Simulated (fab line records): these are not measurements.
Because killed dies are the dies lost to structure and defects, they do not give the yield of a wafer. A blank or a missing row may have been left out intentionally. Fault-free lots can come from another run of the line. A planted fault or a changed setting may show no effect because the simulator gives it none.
Chamber matching    flow sky130    SKY_VIA2_HDPCVD_00 on hdpcvd-02: 3 sister chambers
The step deposits SiO2, target thk 1180 nm, time 196.7 s. 3 wafers are shown with their chamber, then 6 later ones without.

== WAFERS WITH THEIR CHAMBER ==
wafer   chamber  run length s (s)
L576.6  1        224.6
L577.4  2        224.7
L577.6  0        224.8

== WAFERS WITHOUT THEIR CHAMBER ==
wafer   run length s (s)
L579.1  225.1
L579.3  224.8
L579.5  224.7
L580.1  224.6
L580.2  224.2
L580.6  225.4

== CHAMBER TAKEN BY EACH ==
wafer   from the rows above           in truth
L579.1  can't be placed: 0 or 2 or 1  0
L579.3  can't be placed: 0 or 2 or 1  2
L579.5  can't be placed: 2 or 1 or 0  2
L580.1  can't be placed: 1 or 2 or 0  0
L580.2  can't be placed: 1 or 2 or 0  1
L580.6  can't be placed: 0 or 2 or 1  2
Placed correctly: 0 of 6. Cannot be placed on the basis of these rows: 6; the candidates contain the true chamber in 6. Wrongly placed: 0.
How it was worked out, from the rows above alone: a wafer's distance from a chamber is the root of the sum, over the readings, of the square of ((its reading less the chamber's mean) divided by the reading's scatter). If the next closest chamber is less than 2 further off than the closest, the wafer can't be placed; otherwise it belongs to the closest. A chamber's mean is the mean of its shown wafers. The scatter (one wafer shown for each chamber): square how far every hidden wafer sits from the nearest shown wafer, average those squares and take the square root.
